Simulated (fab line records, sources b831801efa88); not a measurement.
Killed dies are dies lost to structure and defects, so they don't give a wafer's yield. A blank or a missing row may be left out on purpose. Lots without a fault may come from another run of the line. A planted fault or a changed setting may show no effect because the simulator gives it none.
A struck lot beside a sound one | flow sky130 | 38 steps out of a route of 708
Sound: wafers L831.1, L831.5, L831.6. Struck: wafers L824.2, L824.4, L824.5. The cause comes at the end.
At each step with rows: each side's tool, then ch and its chambers, then its first start. Under that, the readings that differ: sound wafers | struck wafers | difference of the means | sigmas: that difference in standard deviations of wafers without a fault.
alike: readings whose means differ by less than 2 such deviations, and words and numbers that are the same on both sides. not compared: withheld readings, readings that some wafer has no value for, bounds like >300 that may hide the same value, and numbers for which the record gives no deviation and whose values overlap.
The two part at a step that has a row with sigmas, a row that says differs or no value, or rows on one side only. Numbers that don't overlap but have no deviation are shown without sigmas and don't part them. A reading that every wafer of one side lacks parts them only if that side has two wafers or more.

first, 9 steps without rows for these wafers: SKY_VIA3_SPUTTER_20 (material TiN, target thk 20 nm, time 80 s); SKY_VIA3_CVD_21 (deposits W, target thk 390 nm, time 117.31 s); SKY_VIA3_CMP_24 (polishes, stops on SiO2, t overpolish 20 s, target thk 0 nm); SKY_METAL4_SPUTTER_00 (material Ti, target thk 15 nm, time 10 s); SKY_METAL4_SPUTTER_01 (material TiN, target thk 20 nm, time 16.7 s); SKY_METAL4_SPUTTER_02 (material AlCu, target thk 735 nm, time 39.1 s); SKY_METAL4_SPUTTER_03 (material Ti, target thk 5 nm, time 3.3 s); SKY_METAL4_SPUTTER_04 (material TiN, target thk 70 nm, time 58.3 s); SKY_CAP2M_CVD_00 (deposits SiO2, target thk 15.5 nm).
SKY_CAP2M_SPUTTER_02: material TiN, target thk 200 nm, time 166.7 s.
  sound on pvd_sputter-01, day 45 03:00; struck on pvd_sputter-02, day 43 04:26
  reading                                   | sound             | struck          | difference | sigmas
  model.TiN_of_CAP2M_SPUTTER_02.thk_nm (nm) | 199.9 200.5 200.1 | 208 209.2 207.8 | +8         |
  alike: chamber_pressure_pa, throttle_valve_pct
SKY_CAP2M_RS_MEAS_03: measures by four-point-probe.
  sound on film_metro-02, day 45 03:07; struck on film_metro-03, day 43 04:34
  reading               | sound          | struck         | difference | sigmas
  CAP2M_TIN_RS (ohm/sq) | 6.89 6.88 6.87 | 6.65 6.62 6.65 | -0.24      | -3
SKY_CAP2M_THK_MEAS_04: measures by xrf.
  sound on film_metro-02, day 45 03:14; struck on film_metro-03, day 43 04:40
  reading            | sound             | struck            | difference | sigmas
  CAP2M_TIN_THK (nm) | 199.8 201.1 202.1 | 209.2 211.4 209.6 | +9.1       | +3
then, 7 steps without rows for these wafers: SKY_CAP2M_DEHYDRATE_05 (time 60 s); SKY_CAP2M_HMDS_06 (prime time 60 s); SKY_CAP2M_COAT_07 (resist thk 1140 nm); SKY_CAP2M_SOFTBAKE_08 (time 60 s); SKY_CAP2M_EXPOSE_09 (exposes mask CAP2M, target cd 1000 nm); SKY_CAP2M_PEB_10; SKY_CAP2M_DEVELOP_11 (develop time 60 s).
SKY_CAP2M_METAL_ETCH_13: etches TiN in Cl2/BCl3, stops on SiO2, target depth 220 nm, time 62.9 s.
  sound on rie_metal-01 ch 0,1, day 46 00:07; struck on rie_metal-04 ch 0, day 44 02:29
  reading               | sound             | struck            | difference | sigmas
  oes_product_au (a.u.) | 0.940 0.948 0.940 | 0.955 0.970 0.959 | +0.019     | +2
  alike: drypump_motor_current_A, throttle_valve_pct
  not compared: rf_hours_counter_h
then, 16 steps without rows for these wafers: SKY_CAP2M_STRIP_14 (strips in O2/N2); SKY_CAP2M_STRIP_15 (strips in post etch residue remover, time 1200 s); SKY_CAP2M_CLEAN_16 (cleans in IPA, time 180 s); SKY_CAP2M_CLEAN_17 (cleans in O3/DIW); SKY_METAL4_DEHYDRATE_05 (time 60 s); SKY_METAL4_HMDS_06 (prime time 60 s); SKY_METAL4_COAT_07 (resist thk 60 nm); SKY_METAL4_COAT_08 (resist thk 1140 nm); SKY_METAL4_SOFTBAKE_09 (time 90 s); SKY_METAL4_EXPOSE_10 (exposes mask MM4, target cd 300 nm); SKY_METAL4_PEB_11; SKY_METAL4_DEVELOP_12 (develop time 60 s); SKY_METAL4_DESCUM_15 (chemistry O2, time 8 s); SKY_METAL4_ETCH_16 (etches BARC in N2/H2, stops on SiO2, time 88.2 s, target depth 60 nm); SKY_METAL4_ETCH_17 (etches SiO2 in C4F8/O2/Ar, stops on TiN, time 3.9 s, target depth 15 nm); SKY_METAL4_METAL_ETCH_18 (etches the open film in Cl2/BCl3, stops on SiO2, target depth 845 nm, time 183.1 s).
SKY_METAL4_STRIP_20: strips in post etch residue remover, time 1200 s.
  sound on wet_bench-03 ch 0, day 46 21:01; struck on wet_bench-04 ch 0, day 45 01:18
  reading                                   | sound             | struck          | difference | sigmas
  model.TiN_of_CAP2M_SPUTTER_02.thk_nm (nm) | 199.1 199.6 199.3 | 207.1 208.4 207 | +8.2       |
-- the record jumps here: 4 days lie between the struck wafers' starts before and after (it left off in module METAL4 and takes up again in module PAD_OPEN, whose first step shown is number 708 of the route) --
SKY_PAD_OPEN_PROBE_99:
  sound on prober-01, day 50 04:29; struck on prober-02, day 48 14:43
  reading                           | sound             | struck            | difference | sigmas
  model.etest.cap_mim2.plate_ohm_sq | 6.029 5.973 5.967 | 5.804 5.762 5.791 | -0.204     |
  alike: defect_limited_yield, killed_at_M0_to_M3, killed_at_M4_up, killed_at_contacts, killed_at_front_end, killed_at_other, killed_dies, killed_open, killed_short, sort_bin_3_pad_short, sort_bin_5_function, sort_bin_6_memory, sort_n_pass, sort_yield_pct

WHERE THEY PART
First at SKY_CAP2M_RS_MEAS_03; last, within this record, at SKY_CAP2M_METAL_ETCH_13. Later steps at which nothing parts them and some readings are alike: SKY_PAD_OPEN_PROBE_99.

WHY: what the simulator had put in
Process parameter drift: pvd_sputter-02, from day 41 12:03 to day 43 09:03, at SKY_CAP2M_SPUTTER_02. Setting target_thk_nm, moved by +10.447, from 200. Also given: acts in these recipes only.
